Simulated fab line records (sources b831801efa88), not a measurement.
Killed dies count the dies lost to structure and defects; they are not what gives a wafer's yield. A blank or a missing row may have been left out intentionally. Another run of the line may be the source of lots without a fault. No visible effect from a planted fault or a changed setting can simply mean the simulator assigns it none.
fab line records :: flow gf180mcu
record:
  lots: 7
  wafers: 21
  last_day: 34
route steps=602 shown M4@457
lots that met no fault: taken from a fault-free run of the same line
start_h: hours from the record's opening day to when the first of the lot's shown wafers began :: wait_h: hours elapsed since this lot's preceding step :: " same as the row above :: L1.1+2: one row covering several wafers at once :: - no value, or no start given :: * or withheld: withheld :: < > ~ a bound
route shown NAME@n: NAME is a module with steps in the file, n the number in the route of the first one :: usual: mean/standard deviation of fault-free wafers :: same: alike in all rows :: chamber/n: place in a boat :: sites: the reading at each site :: _std_site: the values' standard deviation :: _edge_site: mean of outer sites minus mean of inner sites :: radius_mm: how far each site lies from the wafer's centre :: mask NAME#n: copy n :: behind: the most recent tool/chamber to have shaped the wafer :: hold: cause of the lot's hold/its duration in hours/its outcome :: device: the n, p or np transistor that did not switch :: end of line: the route-end tests of the same wafers :: a step without rows: its recipe alone :: killed: dies that structure and defects cost at the first sort, which is not the same as the wafer's yield :: map: shows each die of a wafer: x if killed, . if not, _ if none is there
set.NAME: the run value of the setting; set.NAME@STEP: its run value at that earlier step :: model.NAME: the simulator's own value behind a step, which no gauge read
lots at selected steps of the route; one table per step, one row per wafer
services: when a tool's chamber went out of use (start_h, in hours from the record's first day, below 0 if earlier), for how many hours, and the reason
== steps ==
step: GF_M4_SPUTTER_01
recipe:
  material: TiN
  target_thk_nm: 30
  power_w: 6500
  time_s: 25
  chamber_pressure_pa: 0.4
usual:
  throttle_valve_pct: 29.7/1.2
same:
  time_s: 25
lot.wafer: L256.3
tool: pvd_sputter-02
chamber: -
start_h: 570.26
wait_h: 0.1
throttle_valve_pct: 29.7

lot.wafer: L256.5
tool: pvd_sputter-02
chamber: -
start_h: 570.26
wait_h: 0.1
throttle_valve_pct: 29.2

lot.wafer: L256.6
tool: pvd_sputter-02
chamber: -
start_h: 570.26
wait_h: 0.1
throttle_valve_pct: 29.3

lot.wafer: L257.1
tool: pvd_sputter-03
chamber: -
start_h: 571.16
wait_h: 0.1
throttle_valve_pct: 28.4

lot.wafer: L257.2
tool: pvd_sputter-03
chamber: -
start_h: 571.16
wait_h: 0.1
throttle_valve_pct: 32.4

lot.wafer: L257.5
tool: pvd_sputter-03
chamber: -
start_h: 571.16
wait_h: 0.1
throttle_valve_pct: 28.6

lot.wafer: L258.2
tool: pvd_sputter-01
chamber: -
start_h: 578.73
wait_h: 0.1
throttle_valve_pct: 28.2

lot.wafer: L258.4
tool: pvd_sputter-01
chamber: -
start_h: 578.73
wait_h: 0.1
throttle_valve_pct: 29.2

lot.wafer: L258.5
tool: pvd_sputter-01
chamber: -
start_h: 578.73
wait_h: 0.1
throttle_valve_pct: 29.7

lot.wafer: L259.2
tool: pvd_sputter-03
chamber: -
start_h: 592.32
wait_h: 0.1
throttle_valve_pct: 29.0

lot.wafer: L259.5
tool: pvd_sputter-03
chamber: -
start_h: 592.32
wait_h: 0.1
throttle_valve_pct: 28.9

lot.wafer: L259.6
tool: pvd_sputter-03
chamber: -
start_h: 592.32
wait_h: 0.1
throttle_valve_pct: 30.6

lot.wafer: L268.3
tool: pvd_sputter-03
chamber: -
start_h: 660.62
wait_h: 0.1
throttle_valve_pct: 30.6

lot.wafer: L268.5
tool: pvd_sputter-03
chamber: -
start_h: 660.62
wait_h: 0.1
throttle_valve_pct: 28.2

lot.wafer: L268.6
tool: pvd_sputter-03
chamber: -
start_h: 660.62
wait_h: 0.1
throttle_valve_pct: 32.5

lot.wafer: L269.4
tool: pvd_sputter-02
chamber: -
start_h: 669.03
wait_h: 0.1
throttle_valve_pct: 30.7

lot.wafer: L269.5
tool: pvd_sputter-02
chamber: -
start_h: 669.03
wait_h: 0.1
throttle_valve_pct: 29.5

lot.wafer: L269.6
tool: pvd_sputter-02
chamber: -
start_h: 669.03
wait_h: 0.1
throttle_valve_pct: 29.1

lot.wafer: L271.2
tool: pvd_sputter-03
chamber: -
start_h: 674.42
wait_h: 0.1
throttle_valve_pct: 30.6

lot.wafer: L271.4
tool: pvd_sputter-03
chamber: -
start_h: 674.42
wait_h: 0.1
throttle_valve_pct: 28.3

lot.wafer: L271.6
tool: pvd_sputter-03
chamber: -
start_h: 674.42
wait_h: 0.1
throttle_valve_pct: 32.4
step: GF_M4_SPUTTER_02
recipe:
  material: AlCu
  target_thk_nm: 450
  power_w: 10600
  time_s: 23.9
  chamber_pressure_pa: 0.4
usual:
  throttle_valve_pct: 29.7/1.2
same:
  time_s: 23.9
lot.wafer: L256.3
tool: pvd_sputter-02
chamber: -
start_h: 570.29
wait_h: 0.0
throttle_valve_pct: 29.6

lot.wafer: L256.5
tool: pvd_sputter-02
chamber: -
start_h: 570.29
wait_h: 0.0
throttle_valve_pct: 29.1

lot.wafer: L256.6
tool: pvd_sputter-02
chamber: -
start_h: 570.29
wait_h: 0.0
throttle_valve_pct: 29.5

lot.wafer: L257.1
tool: pvd_sputter-03
chamber: -
start_h: 571.19
wait_h: 0.0
throttle_valve_pct: 28.4

lot.wafer: L257.2
tool: pvd_sputter-03
chamber: -
start_h: 571.19
wait_h: 0.0
throttle_valve_pct: 32.6

lot.wafer: L257.5
tool: pvd_sputter-03
chamber: -
start_h: 571.19
wait_h: 0.0
throttle_valve_pct: 28.4

lot.wafer: L258.2
tool: pvd_sputter-01
chamber: -
start_h: 578.76
wait_h: 0.0
throttle_valve_pct: 28.0

lot.wafer: L258.4
tool: pvd_sputter-01
chamber: -
start_h: 578.76
wait_h: 0.0
throttle_valve_pct: 29.1

lot.wafer: L258.5
tool: pvd_sputter-01
chamber: -
start_h: 578.76
wait_h: 0.0
throttle_valve_pct: 29.7

lot.wafer: L259.2
tool: pvd_sputter-03
chamber: -
start_h: 592.35
wait_h: 0.0
throttle_valve_pct: 29.1

lot.wafer: L259.5
tool: pvd_sputter-03
chamber: -
start_h: 592.35
wait_h: 0.0
throttle_valve_pct: 28.8

lot.wafer: L259.6
tool: pvd_sputter-03
chamber: -
start_h: 592.35
wait_h: 0.0
throttle_valve_pct: 30.9

lot.wafer: L268.3
tool: pvd_sputter-03
chamber: -
start_h: 660.65
wait_h: 0.0
throttle_valve_pct: 30.5

lot.wafer: L268.5
tool: pvd_sputter-03
chamber: -
start_h: 660.65
wait_h: 0.0
throttle_valve_pct: 28.3

lot.wafer: L268.6
tool: pvd_sputter-03
chamber: -
start_h: 660.65
wait_h: 0.0
throttle_valve_pct: 32.4

lot.wafer: L269.4
tool: pvd_sputter-02
chamber: -
start_h: 669.06
wait_h: 0.0
throttle_valve_pct: 30.6

lot.wafer: L269.5
tool: pvd_sputter-02
chamber: -
start_h: 669.06
wait_h: 0.0
throttle_valve_pct: 29.2

lot.wafer: L269.6
tool: pvd_sputter-02
chamber: -
start_h: 669.06
wait_h: 0.0
throttle_valve_pct: 29.2

lot.wafer: L271.2
tool: pvd_sputter-03
chamber: -
start_h: 674.45
wait_h: 0.0
throttle_valve_pct: 30.7

lot.wafer: L271.4
tool: pvd_sputter-03
chamber: -
start_h: 674.45
wait_h: 0.0
throttle_valve_pct: 28.2

lot.wafer: L271.6
tool: pvd_sputter-03
chamber: -
start_h: 674.45
wait_h: 0.0
throttle_valve_pct: 32.4
step: GF_M4_SPUTTER_03
recipe:
  material: Ti
  target_thk_nm: 10
  substrate_temp_c: 300
  chamber_pressure_pa: 0.3
  power_w: 3000
  time_s: 6.7
usual:
  throttle_valve_pct: 29.7/1.2
same:
  time_s: 6.7
lot.wafer: L256.3
tool: pvd_sputter-02
chamber: -
start_h: 570.32
wait_h: 0.0
throttle_valve_pct: 29.3

lot.wafer: L256.5
tool: pvd_sputter-02
chamber: -
start_h: 570.32
wait_h: 0.0
throttle_valve_pct: 29.1

lot.wafer: L256.6
tool: pvd_sputter-02
chamber: -
start_h: 570.32
wait_h: 0.0
throttle_valve_pct: 29.3

lot.wafer: L257.1
tool: pvd_sputter-03
chamber: -
start_h: 571.22
wait_h: 0.0
throttle_valve_pct: 28.2

lot.wafer: L257.2
tool: pvd_sputter-03
chamber: -
start_h: 571.22
wait_h: 0.0
throttle_valve_pct: 32.4

lot.wafer: L257.5
tool: pvd_sputter-03
chamber: -
start_h: 571.22
wait_h: 0.0
throttle_valve_pct: 28.6

lot.wafer: L258.2
tool: pvd_sputter-01
chamber: -
start_h: 578.79
wait_h: 0.0
throttle_valve_pct: 28.1

lot.wafer: L258.4
tool: pvd_sputter-01
chamber: -
start_h: 578.79
wait_h: 0.0
throttle_valve_pct: 29.1

lot.wafer: L258.5
tool: pvd_sputter-01
chamber: -
start_h: 578.79
wait_h: 0.0
throttle_valve_pct: 29.8

lot.wafer: L259.2
tool: pvd_sputter-03
chamber: -
start_h: 592.38
wait_h: 0.0
throttle_valve_pct: 29.1

lot.wafer: L259.5
tool: pvd_sputter-03
chamber: -
start_h: 592.38
wait_h: 0.0
throttle_valve_pct: 29.1

lot.wafer: L259.6
tool: pvd_sputter-03
chamber: -
start_h: 592.38
wait_h: 0.0
throttle_valve_pct: 30.8

lot.wafer: L268.3
tool: pvd_sputter-03
chamber: -
start_h: 660.68
wait_h: 0.0
throttle_valve_pct: 30.7

lot.wafer: L268.5
tool: pvd_sputter-03
chamber: -
start_h: 660.68
wait_h: 0.0
throttle_valve_pct: 28.4

lot.wafer: L268.6
tool: pvd_sputter-03
chamber: -
start_h: 660.68
wait_h: 0.0
throttle_valve_pct: 32.3

lot.wafer: L269.4
tool: pvd_sputter-02
chamber: -
start_h: 669.09
wait_h: 0.0
throttle_valve_pct: 30.7

lot.wafer: L269.5
tool: pvd_sputter-02
chamber: -
start_h: 669.09
wait_h: 0.0
throttle_valve_pct: 29.5

lot.wafer: L269.6
tool: pvd_sputter-02
chamber: -
start_h: 669.09
wait_h: 0.0
throttle_valve_pct: 29.2

lot.wafer: L271.2
tool: pvd_sputter-03
chamber: -
start_h: 674.48
wait_h: 0.0
throttle_valve_pct: 30.8

lot.wafer: L271.4
tool: pvd_sputter-03
chamber: -
start_h: 674.48
wait_h: 0.0
throttle_valve_pct: 28.3

lot.wafer: L271.6
tool: pvd_sputter-03
chamber: -
start_h: 674.48
wait_h: 0.0
throttle_valve_pct: 32.2
step: GF_M4_SPUTTER_04
recipe:
  material: TiN
  target_thk_nm: 50
  power_w: 6500
  time_s: 41.7
  chamber_pressure_pa: 0.4
usual:
  throttle_valve_pct: 29.7/1.2
same:
  time_s: 41.7
lot.wafer: L256.3
tool: pvd_sputter-02
chamber: -
start_h: 570.34
wait_h: 0.0
throttle_valve_pct: 29.3

lot.wafer: L256.5
tool: pvd_sputter-02
chamber: -
start_h: 570.34
wait_h: 0.0
throttle_valve_pct: 29.1

lot.wafer: L256.6
tool: pvd_sputter-02
chamber: -
start_h: 570.34
wait_h: 0.0
throttle_valve_pct: 29.6

lot.wafer: L257.1
tool: pvd_sputter-03
chamber: -
start_h: 571.24
wait_h: 0.0
throttle_valve_pct: 28.1

lot.wafer: L257.2
tool: pvd_sputter-03
chamber: -
start_h: 571.24
wait_h: 0.0
throttle_valve_pct: 32.4

lot.wafer: L257.5
tool: pvd_sputter-03
chamber: -
start_h: 571.24
wait_h: 0.0
throttle_valve_pct: 28.1

lot.wafer: L258.2
tool: pvd_sputter-01
chamber: -
start_h: 578.81
wait_h: 0.0
throttle_valve_pct: 28.4

lot.wafer: L258.4
tool: pvd_sputter-01
chamber: -
start_h: 578.81
wait_h: 0.0
throttle_valve_pct: 29.2

lot.wafer: L258.5
tool: pvd_sputter-01
chamber: -
start_h: 578.81
wait_h: 0.0
throttle_valve_pct: 29.6

lot.wafer: L259.2
tool: pvd_sputter-03
chamber: -
start_h: 592.40
wait_h: 0.0
throttle_valve_pct: 29.1

lot.wafer: L259.5
tool: pvd_sputter-03
chamber: -
start_h: 592.40
wait_h: 0.0
throttle_valve_pct: 28.9

lot.wafer: L259.6
tool: pvd_sputter-03
chamber: -
start_h: 592.40
wait_h: 0.0
throttle_valve_pct: 30.9

lot.wafer: L268.3
tool: pvd_sputter-03
chamber: -
start_h: 660.70
wait_h: 0.0
throttle_valve_pct: 30.9

lot.wafer: L268.5
tool: pvd_sputter-03
chamber: -
start_h: 660.70
wait_h: 0.0
throttle_valve_pct: 28.4

lot.wafer: L268.6
tool: pvd_sputter-03
chamber: -
start_h: 660.70
wait_h: 0.0
throttle_valve_pct: 32.1

lot.wafer: L269.4
tool: pvd_sputter-02
chamber: -
start_h: 669.11
wait_h: 0.0
throttle_valve_pct: 30.8

lot.wafer: L269.5
tool: pvd_sputter-02
chamber: -
start_h: 669.11
wait_h: 0.0
throttle_valve_pct: 29.5

lot.wafer: L269.6
tool: pvd_sputter-02
chamber: -
start_h: 669.11
wait_h: 0.0
throttle_valve_pct: 29.0

lot.wafer: L271.2
tool: pvd_sputter-03
chamber: -
start_h: 674.50
wait_h: 0.0
throttle_valve_pct: 30.5

lot.wafer: L271.4
tool: pvd_sputter-03
chamber: -
start_h: 674.50
wait_h: 0.0
throttle_valve_pct: 28.6

lot.wafer: L271.6
tool: pvd_sputter-03
chamber: -
start_h: 674.50
wait_h: 0.0
throttle_valve_pct: 32.3
step: GF_M4_RS_MEAS_05
recipe:
  thk_meas_gauge: four-point-probe
  reads: TiN_of_M4_SPUTTER_04+Ti_of_M4_SPUTTER_03+AlCu_of_M4_SPUTTER_02+TiN_of_M4_SPUTTER_01+Ti_of_M4_SPUTTER_00
usual:
  M4_ALCU_RS: 0.0696/0.00069
lot.wafer: L256.3
tool: film_metro-04
chamber: -
start_h: 570.42
wait_h: 0.1
M4_ALCU_RS[ohm/sq]: 0.0699

lot.wafer: L256.5
tool: film_metro-04
chamber: -
start_h: 570.42
wait_h: 0.1
M4_ALCU_RS[ohm/sq]: 0.0702

lot.wafer: L256.6
tool: film_metro-04
chamber: -
start_h: 570.42
wait_h: 0.1
M4_ALCU_RS[ohm/sq]: 0.0698

lot.wafer: L257.1
tool: film_metro-03
chamber: -
start_h: 571.28
wait_h: 0.0
M4_ALCU_RS[ohm/sq]: 0.0680

lot.wafer: L257.2
tool: film_metro-03
chamber: -
start_h: 571.28
wait_h: 0.0
M4_ALCU_RS[ohm/sq]: 0.0690

lot.wafer: L257.5
tool: film_metro-03
chamber: -
start_h: 571.28
wait_h: 0.0
M4_ALCU_RS[ohm/sq]: 0.0677

lot.wafer: L258.2
tool: film_metro-03
chamber: -
start_h: 578.87
wait_h: 0.0
M4_ALCU_RS[ohm/sq]: 0.0693

lot.wafer: L258.4
tool: film_metro-03
chamber: -
start_h: 578.87
wait_h: 0.0
M4_ALCU_RS[ohm/sq]: 0.0692

lot.wafer: L258.5
tool: film_metro-03
chamber: -
start_h: 578.87
wait_h: 0.0
M4_ALCU_RS[ohm/sq]: 0.0690

lot.wafer: L259.2
tool: film_metro-03
chamber: -
start_h: 592.46
wait_h: 0.0
M4_ALCU_RS[ohm/sq]: 0.0700

lot.wafer: L259.5
tool: film_metro-03
chamber: -
start_h: 592.46
wait_h: 0.0
M4_ALCU_RS[ohm/sq]: 0.0699

lot.wafer: L259.6
tool: film_metro-03
chamber: -
start_h: 592.46
wait_h: 0.0
M4_ALCU_RS[ohm/sq]: 0.0694

lot.wafer: L268.3
tool: film_metro-03
chamber: -
start_h: 660.78
wait_h: 0.1
M4_ALCU_RS[ohm/sq]: 0.0693

lot.wafer: L268.5
tool: film_metro-03
chamber: -
start_h: 660.78
wait_h: 0.1
M4_ALCU_RS[ohm/sq]: 0.0689

lot.wafer: L268.6
tool: film_metro-03
chamber: -
start_h: 660.78
wait_h: 0.1
M4_ALCU_RS[ohm/sq]: 0.0706

lot.wafer: L269.4
tool: film_metro-02
chamber: -
start_h: 669.21
wait_h: 0.1
M4_ALCU_RS[ohm/sq]: 0.0695

lot.wafer: L269.5
tool: film_metro-02
chamber: -
start_h: 669.21
wait_h: 0.1
M4_ALCU_RS[ohm/sq]: 0.0695

lot.wafer: L269.6
tool: film_metro-02
chamber: -
start_h: 669.21
wait_h: 0.1
M4_ALCU_RS[ohm/sq]: 0.0690

lot.wafer: L271.2
tool: film_metro-02
chamber: -
start_h: 674.56
wait_h: 0.0
M4_ALCU_RS[ohm/sq]: 0.0702

lot.wafer: L271.4
tool: film_metro-02
chamber: -
start_h: 674.56
wait_h: 0.0
M4_ALCU_RS[ohm/sq]: 0.0700

lot.wafer: L271.6
tool: film_metro-02
chamber: -
start_h: 674.56
wait_h: 0.0
M4_ALCU_RS[ohm/sq]: 0.0707
step: GF_M4_THK_MEAS_06
recipe:
  thk_meas_gauge: xrf
  reads: AlCu_of_M4_SPUTTER_02
usual:
  M4_ALCU_THK: 440/4.8
lot.wafer: L256.3
tool: film_metro-04
chamber: -
start_h: 570.52
wait_h: 0.1
M4_ALCU_THK[nm]: 441

lot.wafer: L256.5
tool: film_metro-04
chamber: -
start_h: 570.52
wait_h: 0.1
M4_ALCU_THK[nm]: 442

lot.wafer: L256.6
tool: film_metro-04
chamber: -
start_h: 570.52
wait_h: 0.1
M4_ALCU_THK[nm]: 446

lot.wafer: L257.1
tool: film_metro-03
chamber: -
start_h: 571.40
wait_h: 0.1
M4_ALCU_THK[nm]: 450

lot.wafer: L257.2
tool: film_metro-03
chamber: -
start_h: 571.40
wait_h: 0.1
M4_ALCU_THK[nm]: 444

lot.wafer: L257.5
tool: film_metro-03
chamber: -
start_h: 571.40
wait_h: 0.1
M4_ALCU_THK[nm]: 456

lot.wafer: L258.2
tool: film_metro-03
chamber: -
start_h: 578.98
wait_h: 0.1
M4_ALCU_THK[nm]: 439

lot.wafer: L258.4
tool: film_metro-03
chamber: -
start_h: 578.98
wait_h: 0.1
M4_ALCU_THK[nm]: 445

lot.wafer: L258.5
tool: film_metro-03
chamber: -
start_h: 578.98
wait_h: 0.1
M4_ALCU_THK[nm]: 446

lot.wafer: L259.2
tool: film_metro-03
chamber: -
start_h: 592.57
wait_h: 0.1
M4_ALCU_THK[nm]: 438

lot.wafer: L259.5
tool: film_metro-03
chamber: -
start_h: 592.57
wait_h: 0.1
M4_ALCU_THK[nm]: 438

lot.wafer: L259.6
tool: film_metro-03
chamber: -
start_h: 592.57
wait_h: 0.1
M4_ALCU_THK[nm]: 442

lot.wafer: L268.3
tool: film_metro-03
chamber: -
start_h: 660.88
wait_h: 0.1
M4_ALCU_THK[nm]: 444

lot.wafer: L268.5
tool: film_metro-03
chamber: -
start_h: 660.88
wait_h: 0.1
M4_ALCU_THK[nm]: 444

lot.wafer: L268.6
tool: film_metro-03
chamber: -
start_h: 660.88
wait_h: 0.1
M4_ALCU_THK[nm]: 433

lot.wafer: L269.4
tool: film_metro-02
chamber: -
start_h: 669.30
wait_h: 0.1
M4_ALCU_THK[nm]: 439

lot.wafer: L269.5
tool: film_metro-02
chamber: -
start_h: 669.30
wait_h: 0.1
M4_ALCU_THK[nm]: 440

lot.wafer: L269.6
tool: film_metro-02
chamber: -
start_h: 669.30
wait_h: 0.1
M4_ALCU_THK[nm]: 442

lot.wafer: L271.2
tool: film_metro-02
chamber: -
start_h: 674.67
wait_h: 0.1
M4_ALCU_THK[nm]: 436

lot.wafer: L271.4
tool: film_metro-02
chamber: -
start_h: 674.67
wait_h: 0.1
M4_ALCU_THK[nm]: 436

lot.wafer: L271.6
tool: film_metro-02
chamber: -
start_h: 674.67
wait_h: 0.1
M4_ALCU_THK[nm]: 432
step: GF_M4_DEHYDRATE_07
recipe:
  temp_c: 198.4
  time_s: 60
step: GF_M4_HMDS_08
recipe:
  prime_time_s: 60
  prime_temp_c: 120
step: GF_M4_COAT_09
recipe:
  resist: KrF
  spin_rpm: withheld
  resist_thk_nm: 1000
step: GF_M4_SOFTBAKE_10
recipe:
  temp_c: 130
  time_s: 60
  resist: KrF
step: GF_M4_EXPOSE_11
recipe:
  mask_id: Metal4
  target_cd_nm: 280
  na: 0.68
  source_shape: conventional
  sigma_outer: 0.6
  dose_mj: 28
step: GF_M4_PEB_12
recipe:
  peb_temp_c: 135
  peb_time_s: 90
  resist: KrF
step: GF_M4_DEVELOP_13
recipe:
  develop_time_s: 60
  dev_temp_c: 21
usual:
  chill_plate_temp_C: 23.02/0.12
  develop_time_s: 60/0
lot.wafer: L256.3
tool: litho_track-04
chamber: 0
start_h: 591.56
wait_h: 0.1
chill_plate_temp_C: 23.15
develop_time_s: 60
model.KrF_of_M4_COAT_09.thk_nm: 984.4

lot.wafer: L256.5
tool: litho_track-04
chamber: 0
start_h: 591.56
wait_h: 0.1
chill_plate_temp_C: 23.00
develop_time_s: 60
model.KrF_of_M4_COAT_09.thk_nm: 980.4

lot.wafer: L256.6
tool: litho_track-04
chamber: 0
start_h: 591.56
wait_h: 0.1
chill_plate_temp_C: 23.02
develop_time_s: 60
model.KrF_of_M4_COAT_09.thk_nm: 987.5

lot.wafer: L257.1
tool: litho_track-03
chamber: -
start_h: 591.96
wait_h: 0.2
chill_plate_temp_C: -
develop_time_s: -
model.KrF_of_M4_COAT_09.thk_nm: 1001

lot.wafer: L257.2
tool: litho_track-03
chamber: -
start_h: 591.96
wait_h: 0.2
chill_plate_temp_C: -
develop_time_s: -
model.KrF_of_M4_COAT_09.thk_nm: 1004

lot.wafer: L257.5
tool: litho_track-03
chamber: -
start_h: 591.96
wait_h: 0.2
chill_plate_temp_C: -
develop_time_s: -
model.KrF_of_M4_COAT_09.thk_nm: 1004

lot.wafer: L258.2
tool: litho_track-02
chamber: -
start_h: 599.99
wait_h: 0.2
chill_plate_temp_C: -
develop_time_s: -
model.KrF_of_M4_COAT_09.thk_nm: 1006

lot.wafer: L258.4
tool: litho_track-02
chamber: -
start_h: 599.99
wait_h: 0.2
chill_plate_temp_C: -
develop_time_s: -
model.KrF_of_M4_COAT_09.thk_nm: 1005

lot.wafer: L258.5
tool: litho_track-02
chamber: -
start_h: 599.99
wait_h: 0.2
chill_plate_temp_C: -
develop_time_s: -
model.KrF_of_M4_COAT_09.thk_nm: 1004

lot.wafer: L259.2
tool: litho_track-02
chamber: -
start_h: 613.09
wait_h: 0.2
chill_plate_temp_C: -
develop_time_s: -
model.KrF_of_M4_COAT_09.thk_nm: 1003

lot.wafer: L259.5
tool: litho_track-02
chamber: -
start_h: 613.09
wait_h: 0.2
chill_plate_temp_C: -
develop_time_s: -
model.KrF_of_M4_COAT_09.thk_nm: 1002

lot.wafer: L259.6
tool: litho_track-02
chamber: -
start_h: 613.09
wait_h: 0.2
chill_plate_temp_C: -
develop_time_s: -
model.KrF_of_M4_COAT_09.thk_nm: 1000

lot.wafer: L268.3
tool: litho_track-03
chamber: 0
start_h: 679.46
wait_h: 0.1
chill_plate_temp_C: 22.92
develop_time_s: 60
model.KrF_of_M4_COAT_09.thk_nm: 991.4

lot.wafer: L268.5
tool: litho_track-03
chamber: 0
start_h: 679.46
wait_h: 0.1
chill_plate_temp_C: 23.02
develop_time_s: 60
model.KrF_of_M4_COAT_09.thk_nm: 991.3

lot.wafer: L268.6
tool: litho_track-03
chamber: 0
start_h: 679.46
wait_h: 0.1
chill_plate_temp_C: 22.93
develop_time_s: 60
model.KrF_of_M4_COAT_09.thk_nm: 990.5

lot.wafer: L269.4
tool: litho_track-03
chamber: 0
start_h: 688.48
wait_h: 0.1
chill_plate_temp_C: 22.73
develop_time_s: 60
model.KrF_of_M4_COAT_09.thk_nm: 985.3

lot.wafer: L269.5
tool: litho_track-03
chamber: 0
start_h: 688.48
wait_h: 0.1
chill_plate_temp_C: 22.95
develop_time_s: 60
model.KrF_of_M4_COAT_09.thk_nm: 986.1

lot.wafer: L269.6
tool: litho_track-03
chamber: 0
start_h: 688.48
wait_h: 0.1
chill_plate_temp_C: 22.81
develop_time_s: 60
model.KrF_of_M4_COAT_09.thk_nm: 985.3

lot.wafer: L271.2
tool: litho_track-03
chamber: 0
start_h: 693.88
wait_h: 0.2
chill_plate_temp_C: 22.75
develop_time_s: 60
model.KrF_of_M4_COAT_09.thk_nm: 985.2

lot.wafer: L271.4
tool: litho_track-03
chamber: 0
start_h: 693.88
wait_h: 0.2
chill_plate_temp_C: 22.82
develop_time_s: 60
model.KrF_of_M4_COAT_09.thk_nm: 982.8

lot.wafer: L271.6
tool: litho_track-03
chamber: 0
start_h: 693.88
wait_h: 0.2
chill_plate_temp_C: 22.95
develop_time_s: 60
model.KrF_of_M4_COAT_09.thk_nm: 982.1
step: GF_M4_CD_MEAS_14
recipe:
  target_cd_nm: 280
usual:
  cd_nm: 280.0/1.1
lot.wafer: L256.3
tool: cd_sem-02
chamber: -
start_h: 591.70
wait_h: 0.1
cd_nm: 279.0

lot.wafer: L256.5
tool: cd_sem-02
chamber: -
start_h: 591.70
wait_h: 0.1
cd_nm: 279.6

lot.wafer: L256.6
tool: cd_sem-02
chamber: -
start_h: 591.70
wait_h: 0.1
cd_nm: 278.6

lot.wafer: L257.1
tool: cd_sem-01
chamber: -
start_h: 592.11
wait_h: 0.1
cd_nm: -

lot.wafer: L257.2
tool: cd_sem-01
chamber: -
start_h: 592.11
wait_h: 0.1
cd_nm: -

lot.wafer: L257.5
tool: cd_sem-01
chamber: -
start_h: 592.11
wait_h: 0.1
cd_nm: -

lot.wafer: L258.2
tool: cd_sem-02
chamber: -
start_h: 600.13
wait_h: 0.1
cd_nm: -

lot.wafer: L258.4
tool: cd_sem-02
chamber: -
start_h: 600.13
wait_h: 0.1
cd_nm: -

lot.wafer: L258.5
tool: cd_sem-02
chamber: -
start_h: 600.13
wait_h: 0.1
cd_nm: -

lot.wafer: L259.2
tool: cd_sem-02
chamber: -
start_h: 613.23
wait_h: 0.1
cd_nm: -

lot.wafer: L259.5
tool: cd_sem-02
chamber: -
start_h: 613.23
wait_h: 0.1
cd_nm: -

lot.wafer: L259.6
tool: cd_sem-02
chamber: -
start_h: 613.23
wait_h: 0.1
cd_nm: -

lot.wafer: L268.3
tool: cd_sem-02
chamber: -
start_h: 679.60
wait_h: 0.1
cd_nm: 278.1

lot.wafer: L268.5
tool: cd_sem-02
chamber: -
start_h: 679.60
wait_h: 0.1
cd_nm: 279.5

lot.wafer: L268.6
tool: cd_sem-02
chamber: -
start_h: 679.60
wait_h: 0.1
cd_nm: 280.0

lot.wafer: L269.4
tool: cd_sem-01
chamber: -
start_h: 688.62
wait_h: 0.1
cd_nm: 280.3

lot.wafer: L269.5
tool: cd_sem-01
chamber: -
start_h: 688.62
wait_h: 0.1
cd_nm: 281.0

lot.wafer: L269.6
tool: cd_sem-01
chamber: -
start_h: 688.62
wait_h: 0.1
cd_nm: 280.5

lot.wafer: L271.2
tool: cd_sem-01
chamber: -
start_h: 694.03
wait_h: 0.1
cd_nm: 282.1

lot.wafer: L271.4
tool: cd_sem-01
chamber: -
start_h: 694.03
wait_h: 0.1
cd_nm: 281.3

lot.wafer: L271.6
tool: cd_sem-01
chamber: -
start_h: 694.03
wait_h: 0.1
cd_nm: 280.8
== services ==
tool: pvd_sputter-03
chamber: 1
start_h: 553.84
hours: -
kind: consumable_replace:kit

tool: pvd_sputter-03
chamber: 1
start_h: 553.84
hours: 18.0
kind: scheduled_down

tool: pvd_sputter-03
chamber: 1
start_h: 553.84
hours: 18.0
kind: vent_cycle

tool: litho_track-03
chamber: -
start_h: 587.04
hours: -
kind: consumable_replace:filter

tool: pvd_sputter-01
chamber: -
start_h: 608.73
hours: 1.3
kind: repair

tool: pvd_sputter-01
chamber: -
start_h: 621.96
hours: 0.6
kind: repair

tool: pvd_sputter-02
chamber: 3
start_h: 623.82
hours: -
kind: consumable_replace:kit

tool: pvd_sputter-02
chamber: 3
start_h: 623.82
hours: 18.0
kind: scheduled_down

tool: pvd_sputter-02
chamber: 3
start_h: 623.82
hours: 18.0
kind: vent_cycle

tool: pvd_sputter-01
chamber: -
start_h: 652.32
hours: 0.7
kind: repair

tool: pvd_sputter-03
chamber: 0
start_h: 674.54
hours: -
kind: consumable_replace:kit

tool: pvd_sputter-03
chamber: 0
start_h: 674.54
hours: 18.0
kind: scheduled_down

tool: pvd_sputter-03
chamber: 0
start_h: 674.54
hours: 18.0
kind: vent_cycle
== key ==
first_sign:
  step: GF_M4_DEVELOP_13
  reading: tool_record
  direction: missing
effect none on later readings
model_effect:
  step: GF_M4_DEVELOP_13
  value: KrF_of_M4_COAT_09.thk_nm
  without: 988.3
  struck: 1003
met_at GF_M4_DEVELOP_13
struck_wafers L257.1,L257.2,L257.5,L258.2,L258.4,L258.5,L259.2,L259.5,L259.6
later_rows_left_out L257.1,L257.2,L257.5,L258.2,L258.4,L258.5,L259.2,L259.5,L259.6
sort_left_out L257.1,L257.2,L257.5,L258.2,L258.4,L258.5,L259.2,L259.5,L259.6
fault:
  kind: skipped_step_whole
  tool: litho_track-02,litho_track-03
  chamber: -
  onset_h: 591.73
  steps: GF_M4_DEVELOP_13
  scope: struck_lots_only
sort_left_out: the simulated sort isn't trusted on such a fault, so these wafers' sort isn't shown, and their yield isn't known
later_rows_left_out: the simulator's readings of these wafers behind a module that went badly wrong aren't trusted and aren't shown, but for the sort
